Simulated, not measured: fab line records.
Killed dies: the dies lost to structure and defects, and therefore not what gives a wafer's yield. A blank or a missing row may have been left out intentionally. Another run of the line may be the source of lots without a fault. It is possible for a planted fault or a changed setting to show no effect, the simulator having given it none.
fab line records || flow sfq_line
[record] {"lots": 7, "wafers": 19, "last_day": 85}
route steps=325 shown INCOMING@1 L0@3
lots untouched by any fault: they come from a run of this same line in which no faults occurred
start_h: hours from the record's opening day to when the first of the lot's shown wafers began || wait_h: hours from the lot's prior step to this one || " identical to the entry in the row above || L1.1+2: several wafers, shown together as one row || - no value present, or no start provided || * or withheld: withheld || < > ~ a bound
route shown NAME@n: a module of which the file shows steps, and the number in the route of the first || usual: mean and standard deviation over wafers with no fault || same: alike in all rows || chamber/n: place in a boat || sites: each site's reading || _std_site: their standard deviation || _edge_site: outer sites' mean less inner sites' || radius_mm: how far each site lies from the wafer's centre || mask NAME#n: copy n || behind: the tool/chamber that last shaped the wafer || hold: cause of the lot's hold/its duration in hours/its outcome || device: which transistor (n, p or np) failed to switch || end of line: the tests these same wafers got at the end of their route || a step without rows: its recipe alone || killed: the dies lost at the first sort to structure and to defects; this is not the yield of the wafer || map: dies across one wafer; x = killed, . = not, _ = none there
set.NAME: setting as actually run; set.NAME@STEP: the setting as run at that earlier step || model.NAME: the simulator's own value behind a step, which no gauge read
a table for each step, a row for each wafer; lots at some steps of the route
services: from which hour (start_h, from the record's first day; less than 0 if before it) a tool's chamber was out of use, for how many hours, and why
[[steps]]
[step SFQ_INCOMING_BOW_MEAS_900]
[recipe] {"mode": "bow"}
[usual] {"INCOMING_BOW": "0/5.9"}
{"lot.wafer": "L563.2", "tool": "film_metro-03", "chamber": "-", "start_h": 45.02, "wait_h": "-", "INCOMING_BOW[um]": 5}
{"lot.wafer": "L563.5", "tool": "film_metro-03", "chamber": "-", "start_h": 45.02, "wait_h": "-", "INCOMING_BOW[um]": 0}
{"lot.wafer": "L565.5", "tool": "film_metro-04", "chamber": "-", "start_h": 55.08, "wait_h": "-", "INCOMING_BOW[um]": 7}
{"lot.wafer": "L565.6", "tool": "film_metro-04", "chamber": "-", "start_h": 55.08, "wait_h": "-", "INCOMING_BOW[um]": 4}
{"lot.wafer": "L566.1", "tool": "film_metro-03", "chamber": "-", "start_h": 60.00, "wait_h": "-", "INCOMING_BOW[um]": -4}
{"lot.wafer": "L566.4", "tool": "film_metro-03", "chamber": "-", "start_h": 60.00, "wait_h": "-", "INCOMING_BOW[um]": 7}
{"lot.wafer": "L566.5", "tool": "film_metro-03", "chamber": "-", "start_h": 60.00, "wait_h": "-", "INCOMING_BOW[um]": 9}
{"lot.wafer": "L567.1", "tool": "film_metro-03", "chamber": "-", "start_h": 65.00, "wait_h": "-", "INCOMING_BOW[um]": -12}
{"lot.wafer": "L567.5", "tool": "film_metro-03", "chamber": "-", "start_h": 65.00, "wait_h": "-", "INCOMING_BOW[um]": 1}
{"lot.wafer": "L567.6", "tool": "film_metro-03", "chamber": "-", "start_h": 65.00, "wait_h": "-", "INCOMING_BOW[um]": -8}
{"lot.wafer": "L574.4", "tool": "film_metro-02", "chamber": "-", "start_h": 100.06, "wait_h": "-", "INCOMING_BOW[um]": 0}
{"lot.wafer": "L574.5", "tool": "film_metro-02", "chamber": "-", "start_h": 100.06, "wait_h": "-", "INCOMING_BOW[um]": 3}
{"lot.wafer": "L574.6", "tool": "film_metro-02", "chamber": "-", "start_h": 100.06, "wait_h": "-", "INCOMING_BOW[um]": 4}
{"lot.wafer": "L576.3", "tool": "film_metro-04", "chamber": "-", "start_h": 110.04, "wait_h": "-", "INCOMING_BOW[um]": -2}
{"lot.wafer": "L576.4", "tool": "film_metro-04", "chamber": "-", "start_h": 110.04, "wait_h": "-", "INCOMING_BOW[um]": 11}
{"lot.wafer": "L576.6", "tool": "film_metro-04", "chamber": "-", "start_h": 110.04, "wait_h": "-", "INCOMING_BOW[um]": -3}
{"lot.wafer": "L578.1", "tool": "film_metro-03", "chamber": "-", "start_h": 120.00, "wait_h": "-", "INCOMING_BOW[um]": -5}
{"lot.wafer": "L578.3", "tool": "film_metro-03", "chamber": "-", "start_h": 120.00, "wait_h": "-", "INCOMING_BOW[um]": -9}
{"lot.wafer": "L578.6", "tool": "film_metro-03", "chamber": "-", "start_h": 120.00, "wait_h": "-", "INCOMING_BOW[um]": 2}
[step SFQ_TRILAYER_INCOMING_OXIDATION_002]
[recipe] {"temp_c": 1000, "ambient": "H2O", "target_thk_a": 5000, "p_h2o_torr": 720, "ox_time_s": 4939}
[step SFQ_TRILAYER_L0_DEP_SPUTTER_003]
[recipe] {"material": "MoNx_KI", "base_pressure_pa": 1.33e-06, "target_thk_nm": 40, "power_w": 800, "time_s": 100, "chamber_pressure_pa": 0.4}
[usual] {"throttle_valve_pct": "29.4/0.69"}
{"lot.wafer": "L563.2", "tool": "pvd_sputter-03", "chamber": "-", "start_h": 47.49, "wait_h": 0.0, "throttle_valve_pct": 28.9}
{"lot.wafer": "L563.5", "tool": "pvd_sputter-03", "chamber": "-", "start_h": 47.49, "wait_h": 0.0, "throttle_valve_pct": 28.8}
{"lot.wafer": "L565.5", "tool": "pvd_sputter-03", "chamber": "-", "start_h": 57.53, "wait_h": 0.0, "throttle_valve_pct": 30.7}
{"lot.wafer": "L565.6", "tool": "pvd_sputter-03", "chamber": "-", "start_h": 57.53, "wait_h": 0.0, "throttle_valve_pct": 28.8}
{"lot.wafer": "L566.1", "tool": "pvd_sputter-03", "chamber": "-", "start_h": 62.49, "wait_h": 0.0, "throttle_valve_pct": 30.2}
{"lot.wafer": "L566.4", "tool": "pvd_sputter-03", "chamber": "-", "start_h": 62.49, "wait_h": 0.0, "throttle_valve_pct": 29.2}
{"lot.wafer": "L566.5", "tool": "pvd_sputter-03", "chamber": "-", "start_h": 62.49, "wait_h": 0.0, "throttle_valve_pct": 28.6}
{"lot.wafer": "L567.1", "tool": "pvd_sputter-06", "chamber": "-", "start_h": 67.49, "wait_h": 0.0, "throttle_valve_pct": 29.6}
{"lot.wafer": "L567.5", "tool": "pvd_sputter-06", "chamber": "-", "start_h": 67.49, "wait_h": 0.0, "throttle_valve_pct": 29.9}
{"lot.wafer": "L567.6", "tool": "pvd_sputter-06", "chamber": "-", "start_h": 67.49, "wait_h": 0.0, "throttle_valve_pct": 27.6}
{"lot.wafer": "L574.4", "tool": "pvd_sputter-05", "chamber": "-", "start_h": 102.49, "wait_h": 0.0, "throttle_valve_pct": 28.8}
{"lot.wafer": "L574.5", "tool": "pvd_sputter-05", "chamber": "-", "start_h": 102.49, "wait_h": 0.0, "throttle_valve_pct": 28.9}
{"lot.wafer": "L574.6", "tool": "pvd_sputter-05", "chamber": "-", "start_h": 102.49, "wait_h": 0.0, "throttle_valve_pct": 28.6}
{"lot.wafer": "L576.3", "tool": "pvd_sputter-05", "chamber": "-", "start_h": 112.49, "wait_h": 0.0, "throttle_valve_pct": 29.8}
{"lot.wafer": "L576.4", "tool": "pvd_sputter-05", "chamber": "-", "start_h": 112.49, "wait_h": 0.0, "throttle_valve_pct": 28.6}
{"lot.wafer": "L576.6", "tool": "pvd_sputter-05", "chamber": "-", "start_h": 112.49, "wait_h": 0.0, "throttle_valve_pct": 28.6}
{"lot.wafer": "L578.1", "tool": "pvd_sputter-05", "chamber": "-", "start_h": 122.49, "wait_h": 0.0, "throttle_valve_pct": 29.8}
{"lot.wafer": "L578.3", "tool": "pvd_sputter-05", "chamber": "-", "start_h": 122.49, "wait_h": 0.0, "throttle_valve_pct": 28.7}
{"lot.wafer": "L578.6", "tool": "pvd_sputter-05", "chamber": "-", "start_h": 122.49, "wait_h": 0.0, "throttle_valve_pct": 28.8}
[step SFQ_L0_RS_MEAS_901]
[recipe] {"thk_meas_gauge": "four-point-probe", "reads": "MoNx_KI_of_TRILAYER_L0_DEP_SPUTTER_003"}
[usual] {"L0_MONX_KI_RS": "43.8/0.6"}
{"lot.wafer": "L563.2", "tool": "film_metro-03", "chamber": "-", "start_h": 47.58, "wait_h": 0.1, "L0_MONX_KI_RS[ohm/sq]": 44.5}
{"lot.wafer": "L563.5", "tool": "film_metro-03", "chamber": "-", "start_h": 47.58, "wait_h": 0.1, "L0_MONX_KI_RS[ohm/sq]": 43.5}
{"lot.wafer": "L565.5", "tool": "film_metro-01", "chamber": "-", "start_h": 57.64, "wait_h": 0.1, "L0_MONX_KI_RS[ohm/sq]": 43.4}
{"lot.wafer": "L565.6", "tool": "film_metro-01", "chamber": "-", "start_h": 57.64, "wait_h": 0.1, "L0_MONX_KI_RS[ohm/sq]": 42.6}
{"lot.wafer": "L566.1", "tool": "film_metro-01", "chamber": "-", "start_h": 62.56, "wait_h": 0.0, "L0_MONX_KI_RS[ohm/sq]": 43.6}
{"lot.wafer": "L566.4", "tool": "film_metro-01", "chamber": "-", "start_h": 62.56, "wait_h": 0.0, "L0_MONX_KI_RS[ohm/sq]": 44.7}
{"lot.wafer": "L566.5", "tool": "film_metro-01", "chamber": "-", "start_h": 62.56, "wait_h": 0.0, "L0_MONX_KI_RS[ohm/sq]": 43.7}
{"lot.wafer": "L567.1", "tool": "film_metro-04", "chamber": "-", "start_h": 67.56, "wait_h": 0.0, "L0_MONX_KI_RS[ohm/sq]": 43.8}
{"lot.wafer": "L567.5", "tool": "film_metro-04", "chamber": "-", "start_h": 67.56, "wait_h": 0.0, "L0_MONX_KI_RS[ohm/sq]": 43.7}
{"lot.wafer": "L567.6", "tool": "film_metro-04", "chamber": "-", "start_h": 67.56, "wait_h": 0.0, "L0_MONX_KI_RS[ohm/sq]": 43.6}
{"lot.wafer": "L574.4", "tool": "film_metro-03", "chamber": "-", "start_h": 102.62, "wait_h": 0.1, "L0_MONX_KI_RS[ohm/sq]": 43.4}
{"lot.wafer": "L574.5", "tool": "film_metro-03", "chamber": "-", "start_h": 102.62, "wait_h": 0.1, "L0_MONX_KI_RS[ohm/sq]": 43.5}
{"lot.wafer": "L574.6", "tool": "film_metro-03", "chamber": "-", "start_h": 102.62, "wait_h": 0.1, "L0_MONX_KI_RS[ohm/sq]": 43.3}
{"lot.wafer": "L576.3", "tool": "film_metro-04", "chamber": "-", "start_h": 112.60, "wait_h": 0.1, "L0_MONX_KI_RS[ohm/sq]": 43.7}
{"lot.wafer": "L576.4", "tool": "film_metro-04", "chamber": "-", "start_h": 112.60, "wait_h": 0.1, "L0_MONX_KI_RS[ohm/sq]": 43.6}
{"lot.wafer": "L576.6", "tool": "film_metro-04", "chamber": "-", "start_h": 112.60, "wait_h": 0.1, "L0_MONX_KI_RS[ohm/sq]": 43.8}
{"lot.wafer": "L578.1", "tool": "film_metro-04", "chamber": "-", "start_h": 122.56, "wait_h": 0.0, "L0_MONX_KI_RS[ohm/sq]": 44.6}
{"lot.wafer": "L578.3", "tool": "film_metro-04", "chamber": "-", "start_h": 122.56, "wait_h": 0.0, "L0_MONX_KI_RS[ohm/sq]": 43.9}
{"lot.wafer": "L578.6", "tool": "film_metro-04", "chamber": "-", "start_h": 122.56, "wait_h": 0.0, "L0_MONX_KI_RS[ohm/sq]": 44.0}
[step SFQ_L0_THK_MEAS_902]
[recipe] {"thk_meas_gauge": "xrf", "reads": "MoNx_KI_of_TRILAYER_L0_DEP_SPUTTER_003"}
[usual] {"L0_MONX_KI_THK": "39.8/0.56"}
{"lot.wafer": "L563.2", "tool": "film_metro-03", "chamber": "-", "start_h": 47.69, "wait_h": 0.1, "L0_MONX_KI_THK[nm]": 39.0}
{"lot.wafer": "L563.5", "tool": "film_metro-03", "chamber": "-", "start_h": 47.69, "wait_h": 0.1, "L0_MONX_KI_THK[nm]": 39.7}
{"lot.wafer": "L565.5", "tool": "film_metro-01", "chamber": "-", "start_h": 57.72, "wait_h": 0.1, "L0_MONX_KI_THK[nm]": 40.1}
{"lot.wafer": "L565.6", "tool": "film_metro-01", "chamber": "-", "start_h": 57.72, "wait_h": 0.1, "L0_MONX_KI_THK[nm]": 40.9}
{"lot.wafer": "L566.1", "tool": "film_metro-01", "chamber": "-", "start_h": 62.68, "wait_h": 0.1, "L0_MONX_KI_THK[nm]": 40.1}
{"lot.wafer": "L566.4", "tool": "film_metro-01", "chamber": "-", "start_h": 62.68, "wait_h": 0.1, "L0_MONX_KI_THK[nm]": 39.0}
{"lot.wafer": "L566.5", "tool": "film_metro-01", "chamber": "-", "start_h": 62.68, "wait_h": 0.1, "L0_MONX_KI_THK[nm]": 40.1}
{"lot.wafer": "L567.1", "tool": "film_metro-04", "chamber": "-", "start_h": 67.68, "wait_h": 0.1, "L0_MONX_KI_THK[nm]": 40.1}
{"lot.wafer": "L567.5", "tool": "film_metro-04", "chamber": "-", "start_h": 67.68, "wait_h": 0.1, "L0_MONX_KI_THK[nm]": 40.0}
{"lot.wafer": "L567.6", "tool": "film_metro-04", "chamber": "-", "start_h": 67.68, "wait_h": 0.1, "L0_MONX_KI_THK[nm]": 40.3}
{"lot.wafer": "L574.4", "tool": "film_metro-03", "chamber": "-", "start_h": 102.71, "wait_h": 0.1, "L0_MONX_KI_THK[nm]": 39.9}
{"lot.wafer": "L574.5", "tool": "film_metro-03", "chamber": "-", "start_h": 102.71, "wait_h": 0.1, "L0_MONX_KI_THK[nm]": 39.9}
{"lot.wafer": "L574.6", "tool": "film_metro-03", "chamber": "-", "start_h": 102.71, "wait_h": 0.1, "L0_MONX_KI_THK[nm]": 40.0}
{"lot.wafer": "L576.3", "tool": "film_metro-04", "chamber": "-", "start_h": 112.70, "wait_h": 0.1, "L0_MONX_KI_THK[nm]": 40.1}
{"lot.wafer": "L576.4", "tool": "film_metro-04", "chamber": "-", "start_h": 112.70, "wait_h": 0.1, "L0_MONX_KI_THK[nm]": 40.1}
{"lot.wafer": "L576.6", "tool": "film_metro-04", "chamber": "-", "start_h": 112.70, "wait_h": 0.1, "L0_MONX_KI_THK[nm]": 39.9}
{"lot.wafer": "L578.1", "tool": "film_metro-04", "chamber": "-", "start_h": 122.68, "wait_h": 0.1, "L0_MONX_KI_THK[nm]": 39.3}
{"lot.wafer": "L578.3", "tool": "film_metro-04", "chamber": "-", "start_h": 122.68, "wait_h": 0.1, "L0_MONX_KI_THK[nm]": 40.0}
{"lot.wafer": "L578.6", "tool": "film_metro-04", "chamber": "-", "start_h": 122.68, "wait_h": 0.1, "L0_MONX_KI_THK[nm]": 39.7}
[step SFQ_TRILAYER_L0_LITHO_COAT_010]
[recipe] {"resist": "BARC", "spin_rpm": 3000, "resist_thk_nm": 62}
[step SFQ_TRILAYER_L0_LITHO_COAT_005]
[recipe] {"resist": "KrF", "spin_rpm": 3000, "resist_thk_nm": 600}
[step SFQ_TRILAYER_L0_LITHO_SOFTBAKE_009]
[recipe] {"temp_c": "withheld", "time_s": "withheld", "resist": "KrF"}
[step SFQ_TRILAYER_L0_LITHO_EXPOSE_006]
[recipe] {"mask_id": "L0", "na": 0.6, "source_shape": "conventional", "sigma_outer": 0.65, "target_cd_nm": 2000, "dose_mj": 14.4}
[step SFQ_TRILAYER_L0_LITHO_PEB_008]
[recipe] {"peb_temp_c": 115, "peb_time_s": 60, "resist": "KrF"}
[step SFQ_TRILAYER_L0_LITHO_DEVELOP_007]
[recipe] {"time_s": 60, "resist": "KrF"}
[step SFQ_TRILAYER_L0_BARC_OPEN_METAL_ETCH_010]
[recipe] {"mask_material": "PR", "chemistry": "O2", "target_depth_nm": 125, "target": "BARC", "icp_w": 600, "bias_w": 80, "pressure_mtorr": 10, "time_s": 41.7}
[usual] {"drypump_motor_current_A": "5.9/0.42", "oes_product_au": "0.685/0.004", "rf_fwd_power_W": "593.6/2.8", "run_length_s": "70.0/0.42"}
{"lot.wafer": "L563.2", "tool": "rie_metal-02", "chamber": 1, "start_h": 111.74, "wait_h": 0.1, "drypump_motor_current_A": 6.2, "oes_product_au": 0.666, "rf_fwd_power_W": 593.0, "rf_hours_counter_h": 56, "run_length_s": 72.7}
{"lot.wafer": "L563.5", "tool": "rie_metal-02", "chamber": 0, "start_h": 111.74, "wait_h": 0.1, "drypump_motor_current_A": 5.4, "oes_product_au": 0.682, "rf_fwd_power_W": 596.0, "rf_hours_counter_h": "-", "run_length_s": 70.2}
{"lot.wafer": "L565.5", "tool": "rie_metal-02", "chamber": 1, "start_h": 118.98, "wait_h": 0.1, "drypump_motor_current_A": 6.2, "oes_product_au": 0.684, "rf_fwd_power_W": 597.0, "rf_hours_counter_h": "-", "run_length_s": 70.6}
{"lot.wafer": "L565.6", "tool": "rie_metal-02", "chamber": 0, "start_h": 118.98, "wait_h": 0.1, "drypump_motor_current_A": 5.4, "oes_product_au": 0.668, "rf_fwd_power_W": 594.6, "rf_hours_counter_h": "-", "run_length_s": 72.1}
{"lot.wafer": "L566.1", "tool": "rie_metal-04", "chamber": 1, "start_h": 123.74, "wait_h": 0.1, "drypump_motor_current_A": 5.5, "oes_product_au": 0.688, "rf_fwd_power_W": 593.5, "rf_hours_counter_h": 12, "run_length_s": 69.2}
{"lot.wafer": "L566.4", "tool": "rie_metal-04", "chamber": 1, "start_h": 123.74, "wait_h": 0.1, "drypump_motor_current_A": 5.5, "oes_product_au": 0.690, "rf_fwd_power_W": 594.4, "rf_hours_counter_h": "-", "run_length_s": 69.3}
{"lot.wafer": "L566.5", "tool": "rie_metal-04", "chamber": 0, "start_h": 123.74, "wait_h": 0.1, "drypump_motor_current_A": 5.7, "oes_product_au": 0.685, "rf_fwd_power_W": 588.3, "rf_hours_counter_h": "-", "run_length_s": 70.1}
{"lot.wafer": "L567.1", "tool": "rie_metal-02", "chamber": 1, "start_h": 129.74, "wait_h": 0.1, "drypump_motor_current_A": 6.2, "oes_product_au": 0.685, "rf_fwd_power_W": 596.3, "rf_hours_counter_h": 59, "run_length_s": 70.2}
{"lot.wafer": "L567.5", "tool": "rie_metal-02", "chamber": 0, "start_h": 129.74, "wait_h": 0.1, "drypump_motor_current_A": 5.4, "oes_product_au": 0.679, "rf_fwd_power_W": 595.1, "rf_hours_counter_h": "-", "run_length_s": 69.9}
{"lot.wafer": "L567.6", "tool": "rie_metal-02", "chamber": 1, "start_h": 129.74, "wait_h": 0.1, "drypump_motor_current_A": 6.2, "oes_product_au": 0.666, "rf_fwd_power_W": 595.5, "rf_hours_counter_h": "-", "run_length_s": 72.6}
{"lot.wafer": "L574.4", "tool": "rie_metal-04", "chamber": 0, "start_h": 186.47, "wait_h": 0.1, "drypump_motor_current_A": 5.7, "oes_product_au": 0.685, "rf_fwd_power_W": 586.2, "rf_hours_counter_h": "-", "run_length_s": 70.2}
{"lot.wafer": "L574.5", "tool": "rie_metal-04", "chamber": 1, "start_h": 186.47, "wait_h": 0.1, "drypump_motor_current_A": 5.6, "oes_product_au": 0.683, "rf_fwd_power_W": 591.6, "rf_hours_counter_h": "-", "run_length_s": 69.5}
{"lot.wafer": "L574.6", "tool": "rie_metal-04", "chamber": 0, "start_h": 186.47, "wait_h": 0.1, "drypump_motor_current_A": 5.7, "oes_product_au": 0.685, "rf_fwd_power_W": 587.6, "rf_hours_counter_h": "-", "run_length_s": 70.2}
{"lot.wafer": "L576.3", "tool": "rie_metal-02", "chamber": 0, "start_h": 198.47, "wait_h": 0.1, "drypump_motor_current_A": 5.4, "oes_product_au": 0.684, "rf_fwd_power_W": 596.3, "rf_hours_counter_h": "-", "run_length_s": 70.5}
{"lot.wafer": "L576.4", "tool": "rie_metal-02", "chamber": 1, "start_h": 198.47, "wait_h": 0.1, "drypump_motor_current_A": 6.2, "oes_product_au": 0.680, "rf_fwd_power_W": 594.6, "rf_hours_counter_h": "-", "run_length_s": 70.2}
{"lot.wafer": "L576.6", "tool": "rie_metal-02", "chamber": 0, "start_h": 198.47, "wait_h": 0.1, "drypump_motor_current_A": 5.4, "oes_product_au": 0.690, "rf_fwd_power_W": 595.1, "rf_hours_counter_h": "-", "run_length_s": 70.6}
{"lot.wafer": "L578.1", "tool": "rie_metal-04", "chamber": 0, "start_h": 207.25, "wait_h": 0.1, "drypump_motor_current_A": 5.7, "oes_product_au": 0.684, "rf_fwd_power_W": 587.6, "rf_hours_counter_h": 155, "run_length_s": 70.1}
{"lot.wafer": "L578.3", "tool": "rie_metal-04", "chamber": 1, "start_h": 207.25, "wait_h": 0.1, "drypump_motor_current_A": 5.6, "oes_product_au": 0.684, "rf_fwd_power_W": 594.3, "rf_hours_counter_h": "-", "run_length_s": 69.1}
{"lot.wafer": "L578.6", "tool": "rie_metal-04", "chamber": 0, "start_h": 207.25, "wait_h": 0.1, "drypump_motor_current_A": 5.7, "oes_product_au": 0.687, "rf_fwd_power_W": 589.1, "rf_hours_counter_h": "-", "run_length_s": 70.3}
[step SFQ_TRILAYER_L0_ETCH_METAL_ETCH_008]
[recipe] {"target": "MoNx_KI", "stop_on": "SiO2", "mask_material": "PR", "chemistry": "SF6/O2", "target_depth_nm": 50, "icp_w": 600, "bias_w": 80, "pressure_mtorr": 10, "time_s": 25}
[usual] {"drypump_motor_current_A": "5.9/0.42", "oes_product_au": "0.870/0.0076", "rf_fwd_power_W": "591.2/2.9", "run_length_s": "53.3/0.43"}
{"lot.wafer": "L563.2", "tool": "rie_metal-02", "chamber": 1, "start_h": 111.80, "wait_h": 0.0, "drypump_motor_current_A": 6.2, "oes_product_au": 0.864, "rf_fwd_power_W": 591.0, "rf_hours_counter_h": 56, "run_length_s": 53.5}
{"lot.wafer": "L563.5", "tool": "rie_metal-02", "chamber": 0, "start_h": 111.80, "wait_h": 0.0, "drypump_motor_current_A": 5.4, "oes_product_au": 0.877, "rf_fwd_power_W": 594.8, "rf_hours_counter_h": "-", "run_length_s": 53.6}
{"lot.wafer": "L565.5", "tool": "rie_metal-02", "chamber": 1, "start_h": 119.03, "wait_h": 0.0, "drypump_motor_current_A": 6.2, "oes_product_au": 0.867, "rf_fwd_power_W": 593.9, "rf_hours_counter_h": "-", "run_length_s": 53.6}
{"lot.wafer": "L565.6", "tool": "rie_metal-02", "chamber": 0, "start_h": 119.03, "wait_h": 0.0, "drypump_motor_current_A": 5.4, "oes_product_au": 0.884, "rf_fwd_power_W": 592.8, "rf_hours_counter_h": "-", "run_length_s": 53.4}
{"lot.wafer": "L566.1", "tool": "rie_metal-04", "chamber": 1, "start_h": 123.80, "wait_h": 0.0, "drypump_motor_current_A": 5.6, "oes_product_au": 0.872, "rf_fwd_power_W": 591.2, "rf_hours_counter_h": 12, "run_length_s": 52.9}
{"lot.wafer": "L566.4", "tool": "rie_metal-04", "chamber": 1, "start_h": 123.80, "wait_h": 0.0, "drypump_motor_current_A": 5.5, "oes_product_au": 0.856, "rf_fwd_power_W": 592.3, "rf_hours_counter_h": "-", "run_length_s": 52.5}
{"lot.wafer": "L566.5", "tool": "rie_metal-04", "chamber": 0, "start_h": 123.80, "wait_h": 0.0, "drypump_motor_current_A": 5.7, "oes_product_au": 0.877, "rf_fwd_power_W": 585.3, "rf_hours_counter_h": "-", "run_length_s": 53.4}
{"lot.wafer": "L567.1", "tool": "rie_metal-02", "chamber": 1, "start_h": 129.80, "wait_h": 0.0, "drypump_motor_current_A": 6.2, "oes_product_au": 0.862, "rf_fwd_power_W": 591.2, "rf_hours_counter_h": 59, "run_length_s": 53.9}
{"lot.wafer": "L567.5", "tool": "rie_metal-02", "chamber": 0, "start_h": 129.80, "wait_h": 0.0, "drypump_motor_current_A": 5.4, "oes_product_au": 0.871, "rf_fwd_power_W": 594.4, "rf_hours_counter_h": "-", "run_length_s": 53.4}
{"lot.wafer": "L567.6", "tool": "rie_metal-02", "chamber": 1, "start_h": 129.80, "wait_h": 0.0, "drypump_motor_current_A": 6.2, "oes_product_au": 0.869, "rf_fwd_power_W": 591.4, "rf_hours_counter_h": "-", "run_length_s": 53.7}
{"lot.wafer": "L574.4", "tool": "rie_metal-04", "chamber": 0, "start_h": 186.52, "wait_h": 0.0, "drypump_motor_current_A": 5.7, "oes_product_au": 0.875, "rf_fwd_power_W": 587.1, "rf_hours_counter_h": "-", "run_length_s": 53.6}
{"lot.wafer": "L574.5", "tool": "rie_metal-04", "chamber": 1, "start_h": 186.52, "wait_h": 0.0, "drypump_motor_current_A": 5.6, "oes_product_au": 0.870, "rf_fwd_power_W": 593.3, "rf_hours_counter_h": "-", "run_length_s": 52.6}
{"lot.wafer": "L574.6", "tool": "rie_metal-04", "chamber": 0, "start_h": 186.52, "wait_h": 0.0, "drypump_motor_current_A": 5.7, "oes_product_au": 0.880, "rf_fwd_power_W": 590.1, "rf_hours_counter_h": "-", "run_length_s": 53.5}
{"lot.wafer": "L576.3", "tool": "rie_metal-02", "chamber": 0, "start_h": 198.52, "wait_h": 0.0, "drypump_motor_current_A": 5.4, "oes_product_au": 0.875, "rf_fwd_power_W": 593.1, "rf_hours_counter_h": "-", "run_length_s": 53.5}
{"lot.wafer": "L576.4", "tool": "rie_metal-02", "chamber": 1, "start_h": 198.52, "wait_h": 0.0, "drypump_motor_current_A": 6.2, "oes_product_au": 0.871, "rf_fwd_power_W": 592.6, "rf_hours_counter_h": "-", "run_length_s": 53.8}
{"lot.wafer": "L576.6", "tool": "rie_metal-02", "chamber": 0, "start_h": 198.52, "wait_h": 0.0, "drypump_motor_current_A": 5.4, "oes_product_au": 0.872, "rf_fwd_power_W": 591.9, "rf_hours_counter_h": "-", "run_length_s": 53.3}
{"lot.wafer": "L578.1", "tool": "rie_metal-04", "chamber": 0, "start_h": 207.31, "wait_h": 0.0, "drypump_motor_current_A": 5.7, "oes_product_au": 0.861, "rf_fwd_power_W": 585.8, "rf_hours_counter_h": 155, "run_length_s": 53.8}
{"lot.wafer": "L578.3", "tool": "rie_metal-04", "chamber": 1, "start_h": 207.31, "wait_h": 0.0, "drypump_motor_current_A": 5.5, "oes_product_au": 0.871, "rf_fwd_power_W": 591.9, "rf_hours_counter_h": "-", "run_length_s": 52.6}
{"lot.wafer": "L578.6", "tool": "rie_metal-04", "chamber": 0, "start_h": 207.31, "wait_h": 0.0, "drypump_motor_current_A": 5.7, "oes_product_au": 0.864, "rf_fwd_power_W": 586.0, "rf_hours_counter_h": "-", "run_length_s": 54.1}
[[services]]
{"tool": "pvd_sputter-05", "chamber": "-", "start_h": 47.83, "hours": 2.2, "kind": "repair"}
{"tool": "rie_metal-04", "chamber": 1, "start_h": 95.07, "hours": 4.4, "kind": "repair"}
{"tool": "pvd_sputter-03", "chamber": "-", "start_h": 96.70, "hours": 4.5, "kind": "repair"}
{"tool": "rie_metal-02", "chamber": "-", "start_h": 120.02, "hours": 2.8, "kind": "pm"}
{"tool": "rie_metal-04", "chamber": 1, "start_h": 132.15, "hours": 14.7, "kind": "repair"}
{"tool": "rie_metal-04", "chamber": 0, "start_h": 166.68, "hours": 8.0, "kind": "repair"}
{"tool": "pvd_sputter-05", "chamber": "-", "start_h": 167.07, "hours": 6.3, "kind": "repair"}
{"tool": "rie_metal-02", "chamber": 0, "start_h": 190.11, "hours": 6.2, "kind": "repair"}
{"tool": "pvd_sputter-03", "chamber": "-", "start_h": 197.27, "hours": 8.9, "kind": "repair"}
[[key]]
[first_sign] {"step": "SFQ_TRILAYER_L0_BARC_OPEN_METAL_ETCH_010", "reading": "run_length_s", "direction": "up", "sigmas": 5.8, "usual": "*", "struck": "*"}
[effect] {"step": "SFQ_TRILAYER_L0_BARC_OPEN_METAL_ETCH_010", "reading": "oes_product_au", "direction": "down", "sigmas": 4.6, "usual": 0.685, "struck": 0.667}
met_at SFQ_TRILAYER_L0_BARC_OPEN_METAL_ETCH_010
struck_wafers L563.2,L565.6,L567.6
[fault] {"kind": "process_parameter_drift", "tool": "rie_metal-02", "chamber": "-", "onset_h": 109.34, "steps": "SFQ_TRILAYER_L0_BARC_OPEN_METAL_ETCH_010", "channel": "time_s", "offset": "*", "shape": "step", "end_h": 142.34, "scope": "struck_wafers_only", "acts_in": "*", "stated": "*"}
